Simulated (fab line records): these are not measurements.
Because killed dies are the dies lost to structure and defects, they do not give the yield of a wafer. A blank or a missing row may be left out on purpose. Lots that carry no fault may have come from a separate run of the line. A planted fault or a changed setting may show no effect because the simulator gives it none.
fab line records + flow gf180mcu
record
- lots=12
- wafers=36
- last_day=34
route steps=602 shown MVPSD@88 DUAL_GATE@148 PSD@255 CONTACT@302
lots that met no fault: taken from a fault-free run of the same line
start_h: hours from the record's first day to the start of the lot's first wafer shown + wait_h: how many hours have passed since the lot's step before this one + " same as the row above + L1.1+2: several wafers, shown together as one row + - either no value or no given start + * or withheld: withheld + < > ~ a bound
route shown NAME@n: a module of which the file shows steps, and the number in the route of the first + usual: mean/standard deviation of fault-free wafers + same: alike in all rows + chamber/n: place in a boat + sites: readings site by site + _std_site: standard deviation of those values + _edge_site: outer sites' mean less inner sites' + radius_mm: for every site, how far away it sits from the centre of the wafer + mask NAME#n: copy n + behind: the last tool/chamber to shape the wafer + hold: why the lot was held/for how many hours/how that ended + device: names the non-switching transistor (n, p or np) + end of line: the route-end tests of the same wafers + a step without rows: its recipe alone + killed: at the first sort, the dies lost to defects and structure; wafer yield is something else + map: dies across one wafer; x = killed, . = not, _ = none there
set.NAME: the setting the step ran with; set.NAME@STEP: the setting that earlier step ran with + model.NAME: the simulator's own value behind a step, which no gauge read
one table for each step of the route and one row for each wafer, over a sample of lots
services: when a tool's chamber went out of use (start_h, in hours from the record's first day, below 0 if earlier), for how many hours, and the reason
## steps
# step GF_MVPSD_STRIP_10
# recipe
- chemistry=O2/N2
- power_w=1400
- pressure_mtorr=1500
- platen_temp_c=250
- o2_flow_sccm=3000
- n2_flow_sccm=300
- overash_fraction=0.5
# usual
- drypump_motor_current_A=5.91/0.28
- heater_power_w=330/48
- n2_flow_sccm=300.1/0.83
- oes_product_au=0.722/0.0045
- strip_time_to_endpoint_s=36.95/0.09
| lot.wafer | tool            | chamber | start_h | wait_h | drypump_motor_current_A | heater_power_w | n2_flow_sccm | oes_product_au | rf_hours_counter_h | strip_time_to_endpoint_s |
|-----------|-----------------|---------|---------|--------|-------------------------|----------------|--------------|----------------|--------------------|--------------------------|
| L664.2    | plasma_asher-02 | 1       | 96.16   | 0.1    | 5.33                    | 348            | 300.1        | 0.725          | 43                 | 36.94                    |
| L664.4    | "               | 1       | "       | "      | 5.30                    | 356            | 300.0        | 0.719          | -                  | 36.90                    |
| L664.6    | "               | 1       | "       | "      | 5.28                    | 346            | 298.5        | 0.720          | -                  | 36.95                    |
| L665.2    | plasma_asher-02 | 0       | 100.31  | 0.1    | 6.09                    | 344            | 300.0        | 0.725          | 44                 | 36.87                    |
| L665.3    | "               | 1       | "       | "      | 5.31                    | 352            | 298.3        | 0.724          | -                  | 36.96                    |
| L665.5    | "               | 1       | "       | "      | 5.32                    | 349            | 299.0        | 0.718          | -                  | 36.95                    |
| L666.2    | plasma_asher-02 | 1       | 107.06  | 0.1    | 5.29                    | 356            | 300.2        | 0.718          | 44                 | 36.89                    |
| L666.4    | "               | 0       | "       | "      | 6.11                    | 353            | 301.0        | 0.726          | -                  | 36.89                    |
| L666.6    | "               | 1       | "       | "      | 5.30                    | 358            | 298.9        | 0.724          | -                  | 36.80                    |
| L667.2    | plasma_asher-01 | 1       | 114.06  | 0.1    | 6.09                    | 270            | 299.4        | 0.720          | 48                 | 36.91                    |
| L667.3    | "               | 0       | "       | "      | 6.11                    | 342            | 297.8        | 0.725          | -                  | 36.95                    |
| L667.5    | "               | 0       | "       | "      | 6.11                    | 336            | 300.0        | 0.721          | -                  | 37.00                    |
| L670.1    | plasma_asher-02 | 1       | 130.16  | 0.1    | 5.28                    | 365            | 300.5        | 0.722          | 1                  | 36.93                    |
| L670.2    | "               | 0       | "       | "      | 6.12                    | 330            | 300.8        | 0.724          | 1                  | 36.93                    |
| L670.6    | "               | 0       | "       | "      | 6.09                    | 332            | 299.6        | 0.725          | -                  | 37.02                    |
| L672.1    | plasma_asher-04 | 0       | 142.31  | 0.1    | 5.78                    | 427            | 300.2        | 0.715          | 47                 | 36.82                    |
| L672.2    | "               | 1       | "       | "      | 5.91                    | 291            | 300.9        | 0.725          | 47                 | 37.02                    |
| L672.5    | "               | 1       | "       | "      | 5.88                    | 283            | 299.8        | 0.726          | -                  | 36.96                    |
| L678.1    | plasma_asher-01 | 1       | 180.79  | 0.1    | 6.09                    | 266            | 299.9        | 0.725          | 56                 | 36.83                    |
| L678.3    | "               | 0       | "       | "      | 6.10                    | 335            | 299.4        | 0.716          | -                  | 36.75                    |
| L678.5    | "               | 1       | "       | "      | 6.11                    | 269            | 299.2        | 0.718          | -                  | 36.69                    |
| L679.1    | plasma_asher-01 | 1       | 189.79  | 0.1    | 6.08                    | 266            | 299.8        | 0.733          | 57                 | 36.93                    |
| L679.4    | "               | 0       | "       | "      | 6.10                    | 342            | 301.0        | 0.728          | -                  | 36.92                    |
| L679.6    | "               | 1       | "       | "      | 6.07                    | 275            | 300.7        | 0.717          | -                  | 36.98                    |
| L683.1    | plasma_asher-01 | 0       | 209.41  | 0.1    | 6.11                    | 341            | 301.2        | 0.731          | 59                 | 36.93                    |
| L683.5    | "               | 0       | "       | "      | 6.11                    | 333            | 300.6        | 0.728          | -                  | 36.95                    |
| L683.6    | "               | 1       | "       | "      | 6.10                    | 266            | 299.9        | 0.723          | -                  | 37.02                    |
| L684.1    | plasma_asher-02 | 1       | 216.36  | 0.1    | 5.33                    | 361            | 299.2        | 0.723          | 8                  | 37.07                    |
| L684.3    | "               | 0       | "       | "      | 6.09                    | 329            | 300.5        | 0.720          | -                  | 37.04                    |
| L684.6    | "               | 1       | "       | "      | 5.37                    | 368            | 299.9        | 0.723          | -                  | 37.10                    |
| L685.1    | plasma_asher-04 | 0       | 220.76  | 0.1    | 5.79                    | 416            | 300.8        | 0.725          | 56                 | 36.87                    |
| L685.3    | "               | 1       | "       | "      | 5.92                    | 285            | 299.7        | 0.721          | -                  | 37.03                    |
| L685.6    | "               | 0       | "       | "      | 5.77                    | 423            | 299.2        | 0.720          | -                  | 37.07                    |
| L687.1    | plasma_asher-01 | 0       | 233.54  | 0.1    | 6.11                    | 342            | 299.8        | 0.721          | 61                 | 37.06                    |
| L687.4    | "               | 0       | "       | "      | 6.11                    | 330            | 300.6        | 0.730          | -                  | 37.04                    |
| L687.6    | "               | 0       | "       | "      | 6.11                    | 331            | 299.8        | 0.718          | -                  | 37.01                    |
# step GF_DUAL_GATE_SOFTBAKE_07
# recipe
- temp_c=90
- time_s=60
- resist=NOVOLAK
# usual
- resist_line_temp_C=22.99/0.1
- run_length_s=89.16/0.099
| lot.wafer | tool           | chamber | start_h | wait_h | resist_line_temp_C | run_length_s |
|-----------|----------------|---------|---------|--------|--------------------|--------------|
| L664.2    | litho_track-01 | 0       | 165.48  | 0.1    | 23.09              | 89.13        |
| L664.4    | "              | 0       | "       | "      | 23.10              | 89.35        |
| L664.6    | "              | 0       | "       | "      | 22.97              | 89.26        |
| L665.2    | litho_track-03 | 0       | 169.30  | 0.1    | 23.01              | 89.13        |
| L665.3    | "              | 0       | "       | "      | 23.02              | 89.05        |
| L665.5    | "              | 0       | "       | "      | 23.04              | 89.16        |
| L666.2    | litho_track-02 | 0       | 181.53  | 0.1    | 22.90              | 89.33        |
| L666.4    | "              | 0       | "       | "      | 22.94              | 89.10        |
| L666.6    | "              | 0       | "       | "      | 23.00              | 89.16        |
| L667.2    | litho_track-01 | 0       | 185.28  | 0.1    | 23.01              | 89.03        |
| L667.3    | "              | 0       | "       | "      | 23.18              | 89.08        |
| L667.5    | "              | 0       | "       | "      | 23.07              | 89.13        |
| L670.1    | litho_track-02 | 0       | 206.45  | 0.1    | 23.03              | 89.23        |
| L670.2    | "              | 0       | "       | "      | 23.01              | 89.31        |
| L670.6    | "              | 0       | "       | "      | 22.97              | 89.21        |
| L672.1    | litho_track-01 | 0       | 219.65  | 0.1    | 22.91              | 89.48        |
| L672.2    | "              | 0       | "       | "      | 23.00              | 89.14        |
| L672.5    | "              | 0       | "       | "      | 22.92              | 89.12        |
| L678.1    | litho_track-01 | 0       | 263.90  | 0.1    | 22.93              | 120.41       |
| L678.3    | "              | 0       | "       | "      | 23.06              | 120.30       |
| L678.5    | "              | 0       | "       | "      | 23.01              | 120.15       |
| L679.1    | litho_track-01 | 0       | 277.50  | 0.1    | 22.94              | 120.15       |
| L679.4    | "              | 0       | "       | "      | 22.98              | 120.13       |
| L679.6    | "              | 0       | "       | "      | 22.90              | 120.13       |
| L683.1    | litho_track-02 | 0       | 296.90  | 0.1    | 22.98              | 89.04        |
| L683.5    | "              | 0       | "       | "      | 23.05              | 89.13        |
| L683.6    | "              | 0       | "       | "      | 22.71              | 89.19        |
| L684.1    | litho_track-03 | 0       | 305.27  | 0.1    | 22.90              | 89.22        |
| L684.3    | "              | 0       | "       | "      | 22.91              | 89.24        |
| L684.6    | "              | 0       | "       | "      | 23.10              | 89.38        |
| L685.1    | litho_track-03 | 0       | 308.67  | 0.1    | 23.07              | 89.26        |
| L685.3    | "              | 0       | "       | "      | 22.92              | 89.27        |
| L685.6    | "              | 0       | "       | "      | 23.03              | 89.07        |
| L687.1    | litho_track-02 | 0       | 322.75  | 0.1    | 22.89              | 89.36        |
| L687.4    | "              | 0       | "       | "      | 23.03              | 89.07        |
| L687.6    | "              | 0       | "       | "      | 22.83              | 89.07        |
# step GF_DUAL_GATE_STRIP_13
# recipe
- chemistry=O2/N2
- power_w=1400
- pressure_mtorr=1500
- platen_temp_c=250
- o2_flow_sccm=3000
- n2_flow_sccm=300
- overash_fraction=0.5
# usual
- drypump_motor_current_A=6.14/0.29
- heater_power_w=319/53
- n2_flow_sccm=300.1/0.9
- oes_product_au=0.716/0.0052
- strip_time_to_endpoint_s=12.41/0.03
| lot.wafer | tool            | chamber | start_h | wait_h | drypump_motor_current_A | heater_power_w | n2_flow_sccm | oes_product_au | rf_hours_counter_h | strip_time_to_endpoint_s |
|-----------|-----------------|---------|---------|--------|-------------------------|----------------|--------------|----------------|--------------------|--------------------------|
| L664.2    | plasma_asher-03 | 0       | 173.82  | 0.0    | 6.38                    | 290            | 300.1        | 0.712          | 37                 | 12.41                    |
| L664.4    | "               | 0       | "       | "      | 6.39                    | 294            | 299.1        | 0.725          | -                  | 12.44                    |
| L664.6    | "               | 1       | "       | "      | 6.65                    | 297            | 300.4        | 0.709          | -                  | 12.41                    |
| L665.2    | plasma_asher-01 | 1       | 177.28  | 0.0    | 6.13                    | 277            | 300.6        | 0.706          | 55                 | 12.40                    |
| L665.3    | "               | 1       | "       | "      | 6.10                    | 272            | 299.9        | 0.708          | -                  | 12.41                    |
| L665.5    | "               | 0       | "       | "      | 6.10                    | 338            | 298.3        | 0.716          | -                  | 12.36                    |
| L666.2    | plasma_asher-03 | 0       | 189.87  | 0.0    | 6.41                    | 290            | 300.0        | 0.715          | 39                 | 12.40                    |
| L666.4    | "               | 1       | "       | "      | 6.63                    | 304            | 301.3        | 0.720          | -                  | 12.41                    |
| L666.6    | "               | 0       | "       | "      | 6.42                    | 289            | 299.2        | 0.722          | -                  | 12.41                    |
| L667.2    | plasma_asher-01 | 1       | 192.98  | 0.0    | 6.12                    | 266            | 300.8        | 0.716          | 57                 | 12.45                    |
| L667.3    | "               | 1       | "       | "      | 6.12                    | 272            | 299.1        | 0.709          | -                  | 12.41                    |
| L667.5    | "               | 1       | "       | "      | 6.11                    | 278            | 299.3        | 0.712          | -                  | 12.45                    |
| L670.1    | plasma_asher-01 | 0       | 215.45  | 0.0    | 6.09                    | 341            | 300.3        | 0.715          | 59                 | 12.38                    |
| L670.2    | "               | 1       | "       | "      | 6.09                    | 270            | 299.9        | 0.717          | 59                 | 12.39                    |
| L670.6    | "               | 1       | "       | "      | 6.10                    | 269            | 300.4        | 0.717          | -                  | 12.37                    |
| L672.1    | plasma_asher-03 | 1       | 229.25  | 0.0    | 6.62                    | 294            | 300.3        | 0.709          | 43                 | 12.44                    |
| L672.2    | "               | 0       | "       | "      | 6.42                    | 287            | 298.6        | 0.711          | 43                 | 12.46                    |
| L672.5    | "               | 1       | "       | "      | 6.61                    | 297            | 301.3        | 0.718          | -                  | 12.41                    |
| L678.1    | plasma_asher-04 | 1       | 273.39  | 0.0    | 5.90                    | 290            | 299.9        | 0.712          | 62                 | 12.34                    |
| L678.3    | "               | 0       | "       | "      | 5.80                    | 434            | 299.6        | 0.722          | -                  | 12.37                    |
| L678.5    | "               | 1       | "       | "      | 5.90                    | 277            | 300.1        | 0.711          | -                  | 12.34                    |
| L679.1    | plasma_asher-01 | 0       | 287.57  | 0.0    | 6.11                    | 326            | 301.3        | 0.709          | 67                 | 12.30                    |
| L679.4    | "               | 0       | "       | "      | 6.10                    | 329            | 301.5        | 0.712          | -                  | 12.33                    |
| L679.6    | "               | 0       | "       | "      | 6.12                    | 334            | 300.6        | 0.717          | -                  | 12.30                    |
| L683.1    | plasma_asher-04 | 1       | 307.02  | 0.0    | 5.90                    | 278            | 300.3        | 0.713          | 65                 | 12.42                    |
| L683.5    | "               | 0       | "       | "      | 5.79                    | 424            | 300.9        | 0.720          | -                  | 12.41                    |
| L683.6    | "               | 1       | "       | "      | 5.90                    | 278            | 299.8        | 0.726          | -                  | 12.39                    |
| L684.1    | plasma_asher-04 | 1       | 315.58  | 0.0    | 5.89                    | 290            | 300.2        | 0.717          | 66                 | 12.44                    |
| L684.3    | "               | 1       | "       | "      | 5.91                    | 287            | 298.0        | 0.710          | -                  | 12.41                    |
| L684.6    | "               | 0       | "       | "      | 5.78                    | 423            | 300.6        | 0.727          | -                  | 12.43                    |
| L685.1    | plasma_asher-04 | 1       | 319.07  | 0.0    | 5.94                    | 285            | 300.0        | 0.711          | 66                 | 12.47                    |
| L685.3    | "               | 1       | "       | "      | 5.91                    | 281            | 300.1        | 0.718          | -                  | 12.43                    |
| L685.6    | "               | 0       | "       | "      | 5.76                    | 418            | 300.4        | 0.715          | -                  | 12.40                    |
| L687.1    | plasma_asher-03 | 1       | 333.86  | 0.0    | 6.61                    | 299            | 302.1        | 0.717          | 54                 | 12.35                    |
| L687.4    | "               | 0       | "       | "      | 6.41                    | 294            | 299.2        | 0.729          | -                  | 12.34                    |
| L687.6    | "               | 0       | "       | "      | 6.41                    | 282            | 300.8        | 0.727          | -                  | 12.35                    |
# step GF_PSD_CD_MEAS_07
# recipe
- target_cd_nm=400
# usual
- cd_nm=400.7/2.2
| lot.wafer | tool      | chamber | start_h | wait_h | cd_nm |
|-----------|-----------|---------|---------|--------|-------|
| L664.2    | cd_sem-02 | -       | 312.22  | 0.1    | 401.3 |
| L664.4    | "         | -       | "       | "      | 403.6 |
| L664.6    | "         | -       | "       | "      | 398.5 |
| L665.2    | cd_sem-02 | -       | 318.67  | 0.1    | 404.1 |
| L665.3    | "         | -       | "       | "      | 404.4 |
| L665.5    | "         | -       | "       | "      | 402.6 |
| L666.2    | cd_sem-02 | -       | 330.62  | 0.1    | 401.0 |
| L666.4    | "         | -       | "       | "      | 399.7 |
| L666.6    | "         | -       | "       | "      | 396.2 |
| L667.2    | cd_sem-01 | -       | 335.84  | 0.1    | 398.6 |
| L667.3    | "         | -       | "       | "      | 400.2 |
| L667.5    | "         | -       | "       | "      | 398.0 |
| L670.1    | cd_sem-01 | -       | 365.97  | 0.1    | 399.9 |
| L670.2    | "         | -       | "       | "      | 403.8 |
| L670.6    | "         | -       | "       | "      | 404.8 |
| L672.1    | cd_sem-02 | -       | 379.70  | 0.1    | 398.8 |
| L672.2    | "         | -       | "       | "      | 399.5 |
| L672.5    | "         | -       | "       | "      | 399.5 |
| L678.1    | cd_sem-01 | -       | 437.80  | 0.1    | 400.4 |
| L678.3    | "         | -       | "       | "      | 401.0 |
| L678.5    | "         | -       | "       | "      | 399.6 |
| L679.1    | cd_sem-02 | -       | 455.80  | 0.1    | 398.0 |
| L679.4    | "         | -       | "       | "      | 398.7 |
| L679.6    | "         | -       | "       | "      | 399.1 |
| L683.1    | cd_sem-01 | -       | 477.30  | 0.1    | 398.0 |
| L683.5    | "         | -       | "       | "      | 398.1 |
| L683.6    | "         | -       | "       | "      | 396.9 |
| L684.1    | cd_sem-02 | -       | 489.05  | 0.1    | 401.8 |
| L684.3    | "         | -       | "       | "      | 404.9 |
| L684.6    | "         | -       | "       | "      | 405.6 |
| L685.1    | cd_sem-02 | -       | 490.70  | 0.1    | 399.9 |
| L685.3    | "         | -       | "       | "      | 397.4 |
| L685.6    | "         | -       | "       | "      | 398.3 |
| L687.1    | cd_sem-02 | -       | 507.20  | 0.1    | 402.9 |
| L687.4    | "         | -       | "       | "      | 401.4 |
| L687.6    | "         | -       | "       | "      | 400.8 |
# step GF_CONTACT_OVL_MEAS_15
# usual
- CONTACT_OVL=2/5.9
| lot.wafer | tool       | chamber | start_h | wait_h | CONTACT_OVL[nm] |
|-----------|------------|---------|---------|--------|-----------------|
| L664.2    | overlay-02 | -       | 357.34  | 0.1    | 11              |
| L664.4    | "          | -       | "       | "      | 14              |
| L664.6    | "          | -       | "       | "      | 10              |
| L665.2    | overlay-02 | -       | 364.40  | 0.1    | 7               |
| L665.3    | "          | -       | "       | "      | 3               |
| L665.5    | "          | -       | "       | "      | 1               |
| L666.2    | overlay-01 | -       | 376.07  | 0.1    | 2               |
| L666.4    | "          | -       | "       | "      | 0               |
| L666.6    | "          | -       | "       | "      | -3              |
| L667.2    | overlay-01 | -       | 382.67  | 0.1    | -3              |
| L667.3    | "          | -       | "       | "      | -2              |
| L667.5    | "          | -       | "       | "      | 1               |
| L670.1    | overlay-02 | -       | 414.84  | 0.1    | -1              |
| L670.2    | "          | -       | "       | "      | 0               |
| L670.6    | "          | -       | "       | "      | 2               |
| L672.1    | overlay-02 | -       | 429.49  | 0.1    | 6               |
| L672.2    | "          | -       | "       | "      | 6               |
| L672.5    | "          | -       | "       | "      | -1              |
| L678.1    | overlay-02 | -       | 487.17  | 0.1    | 0               |
| L678.3    | "          | -       | "       | "      | -2              |
| L678.5    | "          | -       | "       | "      | 3               |
| L679.1    | overlay-01 | -       | 505.54  | 0.1    | 0               |
| L679.4    | "          | -       | "       | "      | 8               |
| L679.6    | "          | -       | "       | "      | 0               |
| L683.1    | overlay-02 | -       | 526.32  | 0.1    | -2              |
| L683.5    | "          | -       | "       | "      | 0               |
| L683.6    | "          | -       | "       | "      | -4              |
| L684.1    | overlay-01 | -       | 537.73  | 0.1    | 10              |
| L684.3    | "          | -       | "       | "      | -1              |
| L684.6    | "          | -       | "       | "      | 3               |
| L685.1    | overlay-02 | -       | 539.09  | 0.1    | 0               |
| L685.3    | "          | -       | "       | "      | -13             |
| L685.6    | "          | -       | "       | "      | 0               |
| L687.1    | overlay-01 | -       | 555.14  | 0.1    | 5               |
| L687.4    | "          | -       | "       | "      | -7              |
| L687.6    | "          | -       | "       | "      | -5              |
## services
| tool            | chamber | start_h | hours | kind                      |
|-----------------|---------|---------|-------|---------------------------|
| plasma_asher-02 | -       | 73.15   | 1.3   | repair                    |
| plasma_asher-04 | -       | 93.43   | 3.9   | repair                    |
| plasma_asher-01 | -       | 101.00  | 1.8   | repair                    |
| plasma_asher-02 | -       | 108.75  | 9.0   | pm                        |
| plasma_asher-02 | 0       | 108.75  | 9.0   | vent_cycle                |
| plasma_asher-02 | 1       | 108.75  | 9.0   | vent_cycle                |
| plasma_asher-04 | -       | 109.79  | 14.6  | pm                        |
| plasma_asher-02 | 0       | 117.75  | -     | clean                     |
| plasma_asher-02 | 1       | 117.75  | -     | clean                     |
| plasma_asher-03 | -       | 126.86  | 0.8   | repair                    |
| litho_track-02  | -       | 166.64  | -     | consumable_replace:filter |
| plasma_asher-02 | -       | 171.07  | 15.6  | pm                        |
| plasma_asher-04 | -       | 201.37  | 0.8   | repair                    |
| plasma_asher-02 | -       | 207.95  | 2.8   | pm                        |
| plasma_asher-02 | -       | 222.97  | 3.9   | repair                    |
| plasma_asher-01 | -       | 266.18  | 3.3   | repair                    |
## key
first_sign
- step=GF_DUAL_GATE_SOFTBAKE_07
- reading=run_length_s
- direction=up
- sigmas=99+
- usual=*
- struck=*
effect
- step=GF_DUAL_GATE_STRIP_13
- reading=strip_time_to_endpoint_s
- direction=down
- sigmas=2.6
- usual=*
- struck=*
met_at GF_DUAL_GATE_SOFTBAKE_07
struck_lots L678,L679
tester_left_out L678,L679
not_acting_at GF_MVPSD_STRIP_10,GF_PSD_CD_MEAS_07,GF_CONTACT_OVL_MEAS_15
onset_between 219.65 263.90
fault
- kind=process_parameter_drift
- tool=litho_track-01
- chamber=-
- onset_h=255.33
- steps=GF_DUAL_GATE_SOFTBAKE_07
- channel=time_s
- offset=*
- shape=step
- end_h=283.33
- acts_in=*
- stated=*
# tester_left_out: of these lots the tester's yield and bins aren't shown, on N5 and GAA mostly nor the transistor test; their killed dies are dies lost to structure and defects alone, not to doping, threshold or leakage, so they don't give the yield
